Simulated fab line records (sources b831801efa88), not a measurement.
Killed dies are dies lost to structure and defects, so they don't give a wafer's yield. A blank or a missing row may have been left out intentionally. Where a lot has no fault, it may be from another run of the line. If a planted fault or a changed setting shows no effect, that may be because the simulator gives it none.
fab line records	flow sky130
record: lots: 11	wafers: 33	lastDay: 50
route steps=708 shown METAL2@499 VIA2@521 CAPM@537 METAL3@567 PAD_OPEN@708
lots that met no fault: from a run of the same line without faults
startH: hours from the record's opening day to when the first of the lot's shown wafers began	waitH: hours from the lot's prior step to this one	" as in the row above	L1.1+2: one row covering several wafers at once	- no value, or no start was given	* or withheld: withheld	< > ~ a bound
route shown NAME@n: a module of which the file shows steps, and the number in the route of the first	usual: mean/standard deviation taken from wafers without a fault	same: alike in all rows	chamber/n: place in a boat	sites: per-site readings	_std_site: how widely they spread, as a standard deviation	_edge_site: inner sites' mean taken away from outer sites' mean	radiusMm: how far each site lies from the wafer's centre	mask NAME#n: copy n	behind: the most recent tool/chamber to have shaped the wafer	hold: cause of the lot's hold/its duration in hours/its outcome	device: the n, p or np transistor that did not switch	end of line: the route-end tests of the same wafers	where a step has no rows: the recipe by itself	killed: count of dies lost to structure and defects at first sort (not the wafer's yield)	map: the dies of a wafer, with x for killed, . for not killed, _ for no die there
set.NAME: setting as actually run; set.NAME@STEP: the setting as run at that earlier step	model.NAME: the simulator's own value behind a step, which no gauge read
a sample of lots followed through the steps of the route, with each step as a table and each wafer as a row
services: when a tool's chamber went out of use (startH, in hours from the record's first day, below 0 if earlier), for how many hours, and the reason
== steps ==
step: SKY_METAL2_OVL_MEAS_16
usual: METAL2_OVL: -6/5.7
lot.wafer	tool	chamber	startH	waitH	METAL2_OVL[nm]
L678.2	overlay-02	-	854.82	0.1	-1
L678.3	"	-	"	"	-9
L678.6	"	-	"	"	-1
L680.2	overlay-01	-	877.15	0.1	-7
L680.3	"	-	"	"	-13
L680.6	"	-	"	"	-11
L685.1	overlay-01	-	924.32	0.1	-3
L685.2	"	-	"	"	-8
L685.6	"	-	"	"	-10
L684.1	overlay-02	-	927.41	0.1	-16
L684.3	"	-	"	"	-14
L684.6	"	-	"	"	-19
L687.2	overlay-01	-	943.17	0.1	-4
L687.5	"	-	"	"	0
L687.6	"	-	"	"	-6
L689.1	overlay-01	-	954.41	0.1	-3
L689.2	"	-	"	"	1
L689.4	"	-	"	"	-1
L691.1	overlay-01	-	959.45	0.1	-2
L691.2	"	-	"	"	-5
L691.6	"	-	"	"	-6
L692.1	overlay-02	-	965.77	0.1	-9
L692.2	"	-	"	"	-11
L692.3	"	-	"	"	-13
L693.4	overlay-01	-	967.87	0.1	-8
L693.5	"	-	"	"	-11
L693.6	"	-	"	"	-8
L695.1	overlay-01	-	982.91	0.1	-2
L695.4	"	-	"	"	-7
L695.6	"	-	"	"	2
L696.3	overlay-01	-	989.08	0.1	3
L696.5	"	-	"	"	1
L696.6	"	-	"	"	-4
step: SKY_VIA2_ETCH_14
recipe: chemistry: N2/H2	target: BARC	ionEnergyEv: 200	sourceW: 500	biasW: 100	pressureMtorr: 30	n2FlowSccm: 100	h2FlowSccm: 200	stopOn: SiO2	timeS: 45.9	targetDepthA: 600
usual: drypumpMotorCurrentA: 5.7/0.39	n2FlowSccm: 100.03/0.3	oesProductAu: 0.854/0.0049	throttleValvePct: 13.225/0.0095
lot.wafer	tool	chamber	startH	waitH	drypumpMotorCurrentA	n2FlowSccm	oesProductAu	rfHoursCounterH	throttleValvePct
L678.2	rieDiel-03	2	882.40	0.0	5.5	100.35	0.855	2	13.216
L678.3	"	1	"	"	5.7	100.24	0.860	22	13.202
L678.6	"	1	"	"	5.8	99.90	0.857	-	13.222
L680.2	rieDiel-04	1	903.95	0.0	5.3	100.50	0.850	5	13.221
L680.3	"	3	"	"	5.9	99.92	0.853	4	13.231
L680.6	"	2	"	"	4.9	99.91	0.858	-	13.229
L685.1	rieDiel-02	2	950.55	0.0	5.4	100.17	0.846	9	13.218
L685.2	"	3	"	"	5.4	99.83	0.853	8	13.227
L685.6	"	0	"	"	6.0	100.32	0.848	-	13.232
L684.1	rieDiel-02	0	953.70	0.0	6.0	100.04	0.850	15	13.209
L684.3	"	2	"	"	5.4	100.13	0.856	9	13.216
L684.6	"	2	"	"	5.4	100.63	0.853	-	13.231
L687.2	rieDiel-03	2	969.30	0.0	5.6	100.09	0.859	5	13.235
L687.5	"	0	"	"	5.9	99.97	0.855	-	13.220
L687.6	"	1	"	"	5.8	100.45	0.860	-	13.228
L689.1	rieDiel-04	3	980.15	0.0	5.9	99.57	0.860	6	13.223
L689.2	"	2	"	"	4.8	100.08	0.852	21	13.218
L689.4	"	1	"	"	5.3	100.15	0.856	7	13.233
L691.1	rieDiel-03	1	985.50	0.0	5.7	100.26	0.853	26	13.235
L691.2	"	2	"	"	5.5	100.25	0.861	6	13.244
L691.6	"	3	"	"	5.6	99.97	0.845	-	13.226
L692.1	rieDiel-03	3	991.65	0.0	5.6	100.20	0.853	9	13.251
L692.2	"	0	"	"	5.9	100.20	0.845	13	13.226
L692.3	"	2	"	"	5.5	100.42	0.862	6	13.233
L693.4	rieDiel-02	2	993.40	0.0	5.4	100.28	0.853	11	13.221
L693.5	"	2	"	"	5.4	100.01	0.857	-	13.250
L693.6	"	3	"	"	5.4	99.69	0.859	-	13.222
L695.1	rieDiel-04	3	1007.90	0.0	5.9	100.29	0.864	7	13.210
L695.4	"	2	"	"	4.9	100.12	0.851	22	13.214
L695.6	"	3	"	"	5.9	99.93	0.855	-	13.203
L696.3	rieDiel-03	2	1013.43	0.0	5.5	99.86	0.855	7	13.230
L696.5	"	1	"	"	5.8	100.37	0.853	-	13.219
L696.6	"	2	"	"	5.5	100.03	0.855	-	13.240
step: SKY_VIA2_CMP_24
recipe: stopOn: SiO2	tOverpolishS: 20	downForcePsi: 3.5	platenRpm: 60	targetThkNm: 0	padVelocityMS: 0.94248
usual: motorCurrentA: 11.7/0.77	overpolishRunS: 20.000/0.0086	timeToEndpointS: 109/3.8
lot.wafer	tool	chamber	startH	waitH	motorCurrentA	overpolishRunS	timeToEndpointS
L678.3	cmp-02	1	883.67	0.2	11.4	19.985	107
L678.2	"	2	"	"	11.3	20.006	107
L678.6	"	2	"	"	11.5	20.018	105
L680.2	cmp-02	1	905.41	0.1	11.8	20.008	109
L680.3	"	3	"	"	10.8	19.995	107
L680.6	"	1	"	"	12.6	20.014	107
L685.2	cmp-02	2	951.62	0.0	11.8	19.997	111
L685.1	"	1	"	"	12.9	19.993	110
L685.6	"	2	"	"	11.6	20.012	110
L684.1	cmp-02	0	954.88	0.1	11.3	19.997	110
L684.3	"	1	"	"	13.0	20.002	107
L684.6	"	3	"	"	10.5	19.995	111
L687.2	cmp-02	3	970.87	0.1	11.2	19.995	107
L687.6	"	1	"	"	12.8	19.976	103
L687.5	"	2	"	"	11.2	20.003	107
L689.2	cmp-01	2	981.32	0.1	11.2	19.987	102
L689.1	"	3	"	"	12.5	19.993	106
L689.4	"	0	"	"	11.3	20.012	107
L691.2	cmp-02	3	986.91	0.0	10.6	20.002	108
L691.1	"	2	"	"	11.5	20.001	108
L691.6	"	3	"	"	10.9	20.012	107
L692.2	cmp-01	1	993.16	0.0	11.7	19.988	114
L692.3	"	2	"	"	11.1	19.993	101
L692.1	"	0	"	"	11.8	20.010	111
L693.4	cmp-01	2	994.91	0.0	11.5	19.993	107
L693.5	"	2	"	"	10.6	20.017	102
L693.6	"	3	"	"	13.6	20.001	110
L695.4	cmp-02	2	1009.03	0.0	11.3	20.001	112
L695.1	"	3	"	"	10.8	19.994	113
L695.6	"	2	"	"	11.6	19.994	108
L696.3	cmp-01	0	1014.65	0.1	11.8	20.001	112
L696.6	"	2	"	"	10.8	20.000	107
L696.5	"	3	"	"	13.5	20.003	111
step: SKY_CAPM_CVD_00
recipe: material: SiO2	targetThkNm: 15.5	tempC: 400	timeS: withheld	rfW: 450
usual: heaterPowerW: 774/99
lot.wafer	tool	chamber	startH	waitH	heaterPowerW
L678.2	pecvd-02	2	884.12	0.0	546
L678.3	"	1	"	"	793
L678.6	"	2	"	"	547
L680.2	pecvd-01	1	905.81	0.0	699
L680.3	"	2	"	"	726
L680.6	"	2	"	"	727
L685.1	pecvd-02	1	952.07	0.0	785
L685.2	"	0	"	"	800
L685.6	"	0	"	"	834
L684.1	pecvd-02	1	955.24	0.0	781
L684.3	"	0	"	"	776
L684.6	"	2	"	"	622
L687.2	pecvd-02	2	971.22	0.0	635
L687.5	"	2	"	"	622
L687.6	"	1	"	"	777
L689.1	pecvd-03	2	981.73	0.0	929
L689.2	"	1	"	"	845
L689.4	"	2	"	"	906
L691.1	pecvd-03	2	987.36	0.0	914
L691.2	"	1	"	"	859
L691.6	"	2	"	"	904
L692.1	pecvd-01	0	993.61	0.0	858
L692.2	"	1	"	"	601
L692.3	"	2	"	"	675
L693.4	pecvd-03	0	995.37	0.0	855
L693.5	"	1	"	"	792
L693.6	"	2	"	"	791
L695.1	pecvd-03	0	1009.48	0.0	783
L695.4	"	2	"	"	769
L695.6	"	0	"	"	791
L696.3	pecvd-03	2	1015.01	0.0	930
L696.5	"	0	"	"	836
L696.6	"	2	"	"	909
step: SKY_CAPM_THK_MEAS_01
recipe: reads: SiO2_of_CAPM_CVD_00
usual: CAPM_CVD_00_THK: 15.53/0.24
lot.wafer	tool	chamber	startH	waitH	CAPM_CVD_00_THK[nm]
L678.2	filmMetro-04	-	884.17	-	15.42
L678.3	"	-	"	"	15.33
L678.6	"	-	"	"	15.64
L680.2	filmMetro-04	-	905.85	-	15.57
L680.3	"	-	"	"	15.69
L680.6	"	-	"	"	16.08
L685.1	filmMetro-03	-	952.09	-	8.50
L685.2	"	-	"	"	8.36
L685.6	"	-	"	"	8.46
L684.1	filmMetro-04	-	955.26	-	8.94
L684.3	"	-	"	"	8.38
L684.6	"	-	"	"	9.38
L687.2	filmMetro-03	-	971.25	-	8.85
L687.5	"	-	"	"	8.96
L687.6	"	-	"	"	8.66
L689.1	filmMetro-01	-	981.76	-	15.26
L689.2	"	-	"	"	15.51
L689.4	"	-	"	"	15.44
L691.1	filmMetro-03	-	987.38	-	15.48
L691.2	"	-	"	"	15.76
L691.6	"	-	"	"	15.47
L692.1	filmMetro-01	-	993.63	-	15.75
L692.2	"	-	"	"	15.60
L692.3	"	-	"	"	15.79
L693.4	filmMetro-04	-	995.41	-	15.70
L693.5	"	-	"	"	15.84
L693.6	"	-	"	"	15.51
L695.1	filmMetro-03	-	1009.52	-	14.98
L695.4	"	-	"	"	15.42
L695.6	"	-	"	"	15.50
L696.3	filmMetro-03	-	1015.06	-	15.33
L696.5	"	-	"	"	15.25
L696.6	"	-	"	"	15.36
step: SKY_METAL3_ETCH_17
recipe: target: SiO2	stopOn: TiN	chemistry: C4F8/O2/Ar	sourceW: 1500	biasW: 1200	pressureMtorr: 40	c4f8FlowSccm: withheld	O2_flow_sccm: 6	Ar_flow_sccm: 300	timeS: 3.9	targetDepthA: 150
usual: oesProductAu: 0.754/0.0073
lot.wafer	tool	chamber	startH	waitH	oesProductAu	rfHoursCounterH
L678.2	rieDiel-01	0	936.13	0.1	0.758	2
L678.3	"	2	"	"	0.750	16
L678.6	"	2	"	"	0.748	-
L680.2	rieDiel-01	3	957.48	0.1	0.758	10
L680.3	"	1	"	"	0.752	5
L680.6	"	1	"	"	0.764	-
L685.1	rieDiel-01	2	1001.43	0.1	0.587	18
L685.2	"	1	"	"	0.580	6
L685.6	"	3	"	"	0.578	-
L684.1	rieDiel-01	0	1004.08	0.1	0.597	3
L684.3	"	3	"	"	0.586	11
L684.6	"	2	"	"	0.605	-
L687.2	rieDiel-01	3	1018.93	0.1	0.589	12
L687.5	"	0	"	"	0.591	-
L687.6	"	1	"	"	0.593	-
L689.1	rieDiel-01	1	1028.38	0.1	0.751	7
L689.2	"	3	"	"	0.751	12
L689.4	"	0	"	"	0.750	4
L691.1	rieDiel-01	1	1033.88	0.1	0.752	7
L691.2	"	2	"	"	0.758	19
L691.6	"	0	"	"	0.759	-
L692.1	rieDiel-03	3	1040.53	0.1	0.764	11
L692.2	"	0	"	"	0.750	14
L692.3	"	0	"	"	0.763	-
L693.4	rieDiel-02	3	1041.48	0.0	0.758	10
L693.5	"	0	"	"	0.759	-
L693.6	"	3	"	"	0.753	-
L695.1	rieDiel-02	3	1056.34	0.1	0.748	11
L695.4	"	0	"	"	0.757	18
L695.6	"	3	"	"	0.749	-
L696.3	rieDiel-03	1	1060.73	0.0	0.749	28
L696.5	"	3	"	"	0.745	-
L696.6	"	2	"	"	0.756	-
step: SKY_PAD_OPEN_PROBE_99
usual: defectLimitedYield: 82.9/1.7	killed_at_M0_to_M3: 42/6.7	killed_at_M4_up: 3.4/2	killedAtContacts: 24/5.1	killedAtFrontEnd: 14/4.2	killedAtOther: 0.2/0.49	killedDies: 84/8.4	killedOpen: 46/7	killedShort: 39/5.8
same: grossDies: 492	killedAtBackSide: 0
lot.wafer	tool	chamber	startH	waitH	defectLimitedYield[%]	killed_at_M0_to_M3	killed_at_M4_up	killedAtContacts	killedAtFrontEnd	killedAtOther	killedDies	killedOpen	killedShort
L678.2	prober-02	-	1105.66	0.1	80.7	48	2	28	17	0	95	51	44
L678.3	prober-02	-	1105.71	0.2	80.5	50	2	35	9	0	96	56	40
L678.6	prober-02	-	1105.86	0.2	80.3	45	2	28	22	0	97	52	45
L680.2	prober-02	-	1121.32	0.1	82.9	50	1	22	11	0	84	42	42
L680.3	prober-02	-	1121.37	0.2	80.7	50	2	20	22	1	95	42	53
L680.6	prober-02	-	1121.52	0.2	82.1	37	5	29	17	0	88	46	42
L685.1	prober-02	-	1156.42	0.1	82.1	57	5	21	4	1	88	43	45
L685.2	prober-02	-	1156.47	0.1	80.9	53	8	15	18	0	94	50	44
L685.6	prober-02	-	1156.67	0.2	84.3	45	5	14	13	0	77	49	28
L684.1	prober-01	-	1159.15	0.1	83.5	39	5	18	19	0	81	51	30
L684.3	prober-01	-	1159.25	0.2	82.3	41	5	28	13	0	87	53	34
L684.6	prober-01	-	1159.40	0.2	82.7	43	4	21	17	0	85	47	38
L687.2	prober-02	-	1170.46	0.1	83.7	33	5	20	22	0	80	47	33
L687.5	prober-02	-	1170.61	0.2	83.7	40	7	19	14	0	80	46	34
L687.6	prober-02	-	1170.66	0.2	82.9	43	1	27	13	0	84	44	40
L689.1	prober-01	-	1177.28	0.1	85.6	37	3	23	8	0	71	37	34
L689.2	prober-01	-	1177.33	0.1	81.3	46	3	22	19	2	92	48	44
L689.4	prober-01	-	1177.43	0.2	84.3	32	3	34	8	0	77	45	32
L691.1	prober-01	-	1183.76	0.1	81.9	50	1	22	16	0	89	39	50
L691.2	prober-01	-	1183.81	0.1	79.9	54	6	30	9	0	99	57	42
L691.6	prober-01	-	1184.01	0.2	85.2	34	4	25	10	0	73	36	37
L692.1	prober-02	-	1187.25	0.1	84.8	43	6	17	9	0	75	44	31
L692.2	prober-02	-	1187.30	0.1	82.3	44	3	19	21	0	87	49	38
L692.3	prober-02	-	1187.35	0.2	83.5	41	1	28	11	0	81	36	45
L693.4	prober-01	-	1188.75	0.2	86.8	31	1	18	15	0	65	32	33
L693.5	prober-01	-	1188.80	0.2	83.3	35	6	28	13	0	82	38	44
L693.6	prober-01	-	1188.85	0.2	83.5	31	2	33	15	0	81	44	37
L695.1	prober-01	-	1199.44	0.1	79.7	49	7	22	22	0	100	59	41
L695.4	prober-01	-	1199.59	0.2	80.5	53	5	20	18	0	96	50	46
L695.6	prober-01	-	1199.69	0.2	82.1	48	3	24	12	1	88	47	41
L696.3	prober-01	-	1207.52	0.2	83.9	43	2	23	11	0	79	48	31
L696.5	prober-01	-	1207.62	0.2	79.9	44	6	27	22	0	99	63	36
L696.6	prober-01	-	1207.67	0.2	83.3	34	5	25	18	0	82	45	37
killed by level:class
L678.2 VIA1:geometricParticle:open=13 CONTACT:geometricParticle:open=9 LI_CONTACT:geometricParticle:open=8 METAL1:geometricParticle:short=8 VIA1:geometricParticle:short=6 VIA3:geometricParticle:open=6 LOCAL_INTERCONNECT:geometricParticle:short=5 VIA2:geometricParticle:open=5
L678.3 VIA1:geometricParticle:open=17 CONTACT:geometricParticle:open=10 LI_CONTACT:geometricParticle:open=9 METAL1:geometricParticle:short=8 CONTACT:geometricParticle:short=6 LI_CONTACT:geometricParticle:short=5 VIA3:geometricParticle:open=5 LOCAL_INTERCONNECT:geometricParticle:short=4
L678.6 VIA1:geometricParticle:open=11 LI_CONTACT:geometricParticle:open=11 POLY_GATE:geometricParticle:short=9 METAL1:geometricParticle:short=7 VIA2:geometricParticle:open=6 VIA3:geometricParticle:open=6 POLY_GATE:geometricParticle:open=5 LOCAL_INTERCONNECT:geometricParticle:short=5
L680.2 VIA1:geometricParticle:open=11 VIA2:geometricParticle:open=8 VIA1:geometricParticle:short=8 LI_CONTACT:geometricParticle:open=6 CONTACT:geometricParticle:open=6 CONTACT:geometricParticle:short=5 VIA2:geometricParticle:short=5 FIELD_ISO:geometricParticle:short=4
L680.3 VIA1:geometricParticle:open=10 VIA1:geometricParticle:short=9 CONTACT:geometricParticle:open=8 METAL1:geometricParticle:short=7 VIA2:geometricParticle:short=6 VIA2:geometricParticle:open=6 VIA3:geometricParticle:open=6 FIELD_ISO:geometricParticle:open=5
L680.6 VIA1:geometricParticle:open=15 CONTACT:geometricParticle:open=9 LOCAL_INTERCONNECT:geometricParticle:short=6 FIELD_ISO:geometricParticle:short=5 POLY_GATE:geometricParticle:short=5 LI_CONTACT:geometricParticle:open=5 CONTACT:geometricParticle:short=5 VIA2:geometricParticle:open=4
L685.1 VIA3:geometricParticle:open=10 VIA1:geometricParticle:open=9 VIA1:geometricParticle:short=9 LI_CONTACT:geometricParticle:open=7 CONTACT:geometricParticle:open=6 METAL1:geometricParticle:short=6 METAL2:geometricParticle:short=6 CONTACT:geometricParticle:short=5
L685.2 VIA1:geometricParticle:open=13 METAL2:geometricParticle:short=9 METAL1:geometricParticle:short=8 CONTACT:geometricParticle:open=6 VIA3:geometricParticle:open=6 LI_CONTACT:geometricParticle:open=5 VIA2:geometricParticle:open=5 METAL4:geometricParticle:short=5
L685.6 VIA3:geometricParticle:open=12 LI_CONTACT:geometricParticle:open=8 VIA1:geometricParticle:open=8 METAL2:geometricParticle:short=6 FIELD_ISO:geometricParticle:short=5 VIA2:geometricParticle:open=5 CONTACT:geometricParticle:open=4 FIELD_ISO:geometricParticle:open=3
L684.1 VIA3:geometricParticle:open=10 VIA1:geometricParticle:open=8 CONTACT:geometricParticle:open=7 VIA2:geometricParticle:open=6 FIELD_ISO:geometricParticle:short=5 LI_CONTACT:geometricParticle:open=4 FIELD_ISO:geometricParticle:open=3 POLY_GATE:geometricParticle:open=3
L684.3 CONTACT:geometricParticle:open=13 VIA1:geometricParticle:open=11 VIA3:geometricParticle:open=9 CONTACT:geometricParticle:short=6 LI_CONTACT:geometricParticle:open=5 METAL1:geometricParticle:short=5 FIELD_ISO:geometricParticle:short=4 VIA2:geometricParticle:open=4
L684.6 VIA1:geometricParticle:open=9 CONTACT:geometricParticle:open=8 POLY_GATE:geometricParticle:open=6 CONTACT:geometricParticle:short=6 METAL2:geometricParticle:short=5 VIA3:geometricParticle:short=5 FIELD_ISO:geometricParticle:open=4 POLY_GATE:geometricParticle:short=4
L687.2 FIELD_ISO:geometricParticle:open=9 LI_CONTACT:geometricParticle:open=8 VIA1:geometricParticle:open=8 CONTACT:geometricParticle:open=6 VIA2:geometricParticle:open=6 FIELD_ISO:geometricParticle:short=5 POLY_GATE:geometricParticle:short=5 CONTACT:geometricParticle:short=3
L687.5 VIA1:geometricParticle:open=14 METAL1:geometricParticle:short=10 CONTACT:geometricParticle:open=7 VIA2:geometricParticle:open=6 METAL4:geometricParticle:short=5 FIELD_ISO:geometricParticle:short=4 POLY_GATE:geometricParticle:open=4 LI_CONTACT:geometricParticle:open=4
L687.6 VIA1:geometricParticle:open=11 METAL2:geometricParticle:short=8 VIA2:geometricParticle:open=8 CONTACT:geometricParticle:open=7 FIELD_ISO:geometricParticle:short=6 LI_CONTACT:geometricParticle:short=5 CONTACT:geometricParticle:short=5 METAL1:geometricParticle:short=5
L689.1 LOCAL_INTERCONNECT:geometricParticle:short=7 VIA1:geometricParticle:open=7 VIA3:geometricParticle:open=7 LI_CONTACT:geometricParticle:open=6 CONTACT:geometricParticle:open=5 METAL1:geometricParticle:short=5 METAL2:geometricParticle:short=4 VIA2:geometricParticle:short=4
L689.2 VIA1:geometricParticle:open=13 VIA3:geometricParticle:open=7 FIELD_ISO:geometricParticle:short=6 LOCAL_INTERCONNECT:geometricParticle:short=6 CONTACT:geometricParticle:open=6 POLY_GATE:geometricParticle:open=5 LI_CONTACT:geometricParticle:open=5 METAL2:geometricParticle:short=5
L689.4 CONTACT:geometricParticle:open=13 LI_CONTACT:geometricParticle:open=7 VIA1:geometricParticle:open=6 VIA3:geometricParticle:open=6 LOCAL_INTERCONNECT:geometricParticle:short=5 CONTACT:geometricParticle:short=5 VIA2:geometricParticle:open=5 METAL2:geometricParticle:short=4
L691.1 METAL1:geometricParticle:short=9 METAL2:geometricParticle:short=9 LI_CONTACT:geometricParticle:open=8 FIELD_ISO:geometricParticle:short=7 VIA1:geometricParticle:short=7 LI_CONTACT:geometricParticle:short=6 VIA1:geometricParticle:open=6 METAL3:geometricParticle:short=5
L691.2 CONTACT:geometricParticle:open=12 VIA3:geometricParticle:open=11 VIA1:geometricParticle:open=9 VIA1:geometricParticle:short=9 LI_CONTACT:geometricParticle:open=8 METAL1:geometricParticle:short=7 VIA2:geometricParticle:open=7 LI_CONTACT:geometricParticle:short=5
L691.6 LI_CONTACT:geometricParticle:short=7 LI_CONTACT:geometricParticle:open=7 VIA1:geometricParticle:open=7 LOCAL_INTERCONNECT:geometricParticle:short=6 METAL1:geometricParticle:short=4 CONTACT:geometricParticle:open=4 METAL2:geometricParticle:short=4 VIA2:geometricParticle:open=4
L692.1 VIA1:geometricParticle:open=9 VIA2:geometricParticle:open=9 CONTACT:geometricParticle:open=7 FIELD_ISO:geometricParticle:short=4 LI_CONTACT:geometricParticle:open=4 VIA1:geometricParticle:short=4 METAL1:geometricParticle:short=4 METAL1:geometricParticle:open=4
L692.2 VIA2:geometricParticle:open=10 CONTACT:geometricParticle:open=8 VIA1:geometricParticle:open=7 POLY_GATE:geometricParticle:open=6 VIA1:geometricParticle:short=6 VIA3:geometricParticle:short=5 FIELD_ISO:geometricParticle:open=4 METAL2:geometricParticle:short=4
L692.3 LI_CONTACT:geometricParticle:open=10 CONTACT:geometricParticle:open=6 CONTACT:geometricParticle:short=6 METAL3:geometricParticle:short=6 LI_CONTACT:geometricParticle:short=5 VIA1:geometricParticle:open=5 VIA2:geometricParticle:open=5 VIA3:geometricParticle:open=5
L693.4 CONTACT:geometricParticle:open=6 VIA1:geometricParticle:open=6 METAL1:geometricParticle:short=5 LOCAL_INTERCONNECT:geometricParticle:short=5 VIA3:geometricParticle:open=5 POLY_GATE:geometricParticle:open=4 POLY_GATE:geometricParticle:short=4 CONTACT:geometricParticle:short=4
L693.5 CONTACT:geometricParticle:open=8 CONTACT:geometricParticle:short=7 VIA1:geometricParticle:open=7 METAL2:geometricParticle:short=7 LI_CONTACT:geometricParticle:open=6 METAL1:geometricParticle:short=6 VIA2:geometricParticle:short=6 METAL4:geometricParticle:short=5
L693.6 CONTACT:geometricParticle:open=16 METAL2:geometricParticle:short=12 CONTACT:geometricParticle:short=7 VIA1:geometricParticle:open=6 FIELD_ISO:geometricParticle:open=4 POLY_GATE:geometricParticle:open=4 POLY_GATE:geometricParticle:short=4 LI_CONTACT:geometricParticle:open=4
L695.1 VIA1:geometricParticle:open=13 CONTACT:geometricParticle:open=11 VIA3:geometricParticle:open=9 VIA2:geometricParticle:short=6 VIA1:geometricParticle:short=5 METAL4:geometricParticle:short=5 SPACER:geometricParticle:open=4 FIELD_ISO:geometricParticle:short=3
L695.4 VIA1:geometricParticle:open=12 METAL1:geometricParticle:short=11 CONTACT:geometricParticle:open=10 FIELD_ISO:geometricParticle:short=7 LI_CONTACT:geometricParticle:open=6 VIA3:geometricParticle:short=6 METAL2:geometricParticle:short=5 VIA3:geometricParticle:open=5
L695.6 VIA1:geometricParticle:open=11 CONTACT:geometricParticle:short=7 CONTACT:geometricParticle:open=7 FIELD_ISO:geometricParticle:open=5 LI_CONTACT:geometricParticle:open=5 METAL2:geometricParticle:short=5 METAL1:geometricParticle:short=4 VIA2:geometricParticle:short=4
L696.3 VIA1:geometricParticle:open=10 CONTACT:geometricParticle:open=9 VIA2:geometricParticle:open=9 LI_CONTACT:geometricParticle:open=8 METAL1:geometricParticle:short=7 FIELD_ISO:geometricParticle:open=4 METAL3:geometricParticle:short=4 FIELD_ISO:geometricParticle:short=3
L696.5 CONTACT:geometricParticle:open=14 POLY_GATE:geometricParticle:open=9 VIA1:geometricParticle:open=9 VIA3:geometricParticle:open=8 CONTACT:geometricParticle:short=6 VIA1:geometricParticle:short=6 VIA2:geometricParticle:open=6 FIELD_ISO:geometricParticle:short=5
L696.6 CONTACT:geometricParticle:open=12 FIELD_ISO:geometricParticle:short=9 VIA1:geometricParticle:open=8 METAL1:geometricParticle:short=6 VIA2:geometricParticle:open=6 LI_CONTACT:geometricParticle:open=5 CONTACT:geometricParticle:short=5 FIELD_ISO:geometricParticle:open=4
== services ==
tool	chamber	startH	hours	kind
cmp-01	-	863.16	3.6	pm
cmp-02	-	873.21	6.1	pm
cmp-01	-	879.30	8.8	pm
pecvd-02	0	880.23	7.7	repair
rieDiel-02	0	891.27	9.9	repair
cmp-01	-	912.00	4.0	pm
cmp-01	-	925.33	0.3	repair
cmp-02	-	925.73	2.8	repair
rieDiel-01	2	929.96	5.9	repair
rieDiel-02	-	946.75	1.4	repair
cmp-02	-	971.07	0.4	repair
cmp-02	-	1002.41	6.0	pm
rieDiel-02	3	1005.68	6.7	repair
rieDiel-03	1	1014.01	15.8	repair
pecvd-03	-	1018.74	1.6	repair
rieDiel-02	0	1025.36	1.2	repair
cmp-02	-	1025.82	1.8	repair
rieDiel-03	0	1027.22	10.4	repair
rieDiel-03	2	1037.59	5.7	repair
cmp-02	-	1038.76	1.8	repair
pecvd-03	2	1040.49	6.4	repair
rieDiel-03	1	1040.52	3.8	repair
pecvd-03	-	1041.20	0.4	repair
rieDiel-03	-	1051.10	2.8	pm
== key ==
firstSign: step: SKY_CAPM_THK_MEAS_01	reading: CAPM_CVD_00_THK	direction: down	sigmas: 28	usual: 15.53	struck: 8.72
effect: step: SKY_METAL3_ETCH_17	reading: oesProductAu	direction: down	sigmas: 23	usual: 0.754	struck: 0.589
metAt SKY_CAPM_CVD_00
struckLots L684,L685,L687
notActingAt SKY_METAL2_OVL_MEAS_16,SKY_VIA2_ETCH_14,SKY_VIA2_CMP_24
onsetBetween 884.12 952.07
fault: kind: processParameterDrift	tool: pecvd-02	chamber: -	onsetH: 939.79	steps: SKY_CAPM_CVD_00	channel: targetThkNm	offset: -6.7895	shape: step	endH: 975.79	actsIn: theseRecipesOnly	stated: 15.5
